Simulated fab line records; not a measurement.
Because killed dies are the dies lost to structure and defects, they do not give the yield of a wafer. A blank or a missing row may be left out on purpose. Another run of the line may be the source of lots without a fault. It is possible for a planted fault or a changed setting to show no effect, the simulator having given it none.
Chamber matching	flow sky130	SKY_LI_CONTACT_CMP_24 on cmp-02: 4 sister chambers
The step polishes, stops on PSG, t overpolish 20 s, target thk 0 nm. 22 wafers are shown with their chamber, then 11 later ones without.

== WAFERS, EACH WITH ITS CHAMBER ==
wafer	chamber	motorCurrentA (A)	slurryFlowMlMin	overpolishRunS (s)
L075.2	0	10.5	149.4	19.984
L075.5	2	12.6	149.9	20.013
L075.6	3	11.1	149.5	20.010
L077.2	2	12.8	150.0	20.009
L077.3	0	10.9	149.6	19.988
L077.5	2	12.4	150.3	19.998
L078.2	1	10.9	150.0	19.998
L078.4	3	11.2	149.5	20.014
L078.6	3	11.2	149.6	19.997
L080.1	0	11.1	150.4	19.995
L080.2	2	12.9	149.7	20.000
L080.5	0	10.9	149.8	19.995
L081.1	3	11.2	150.2	20.003
L081.2	1	10.7	149.9	20.008
L081.6	0	11.0	149.5	20.000
L085.1	3	11.2	150.3	19.989
L085.2	2	12.5	149.7	20.005
L085.6	1	10.8	151.2	20.005
L086.2	1	10.9	150.8	20.001
L086.5	2	13.0	150.0	20.002
L086.6	3	10.9	149.7	20.000
L090.1	3	11.1	149.7	19.990

SIGNATURES, as means of the wafers listed above
reading	chamber 0	chamber 1	chamber 2	chamber 3	scatter within a chamber
motorCurrentA	10.880	10.825	12.700	11.129	0.181
slurryFlowMlMin	149.740	150.475	149.933	149.786	0.389
overpolishRunS	19.99240	20.00300	20.00450	20.00043	0.00713
Rule: for a wafer and a chamber, the distance is found by dividing, reading by reading, the gap between the wafer's reading and the chamber's mean by the reading's scatter, squaring, summing and taking the root. If the next closest chamber is less than 2 further off than the closest, the wafer can't be placed; otherwise it belongs to the closest. The scatter: take each reading less its chamber's mean, square it, sum over the shown wafers, divide by the number of wafers less the number of chambers, and take the root.

== WAFERS MISSING THEIR CHAMBER ==
wafer	motorCurrentA (A)	slurryFlowMlMin	overpolishRunS (s)
L090.4	12.7	149.8	20.013
L090.6	12.4	149.8	19.997
L093.1	11.5	149.4	19.988
L093.3	11.5	149.1	19.999
L093.5	12.7	149.8	20.002
L094.1	12.2	149.6	20.002
L094.5	12.0	150.1	19.991
L094.6	11.0	149.8	20.002
L096.2	10.9	150.6	20.002
L096.3	12.4	149.9	20.001
L096.4	10.8	150.4	19.985

== WHICH CHAMBER EACH WENT THROUGH ==
wafer	from the rows above	in truth
L090.4	2	2
L090.6	2	2
L093.1	can't be placed: 3 or 0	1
L093.3	can't be placed: 3 or 0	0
L093.5	2	2
L094.1	2	2
L094.5	can't be placed: 2 or 3 or 0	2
L094.6	can't be placed: 3 or 0 or 1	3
L096.2	can't be placed: 1 or 3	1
L096.3	2	2
L096.4	can't be placed: 0 or 1 or 3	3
5 of 11 placed correctly. These rows do not allow placing 6 (true chamber among the candidates in 5). 0 placed wrongly.
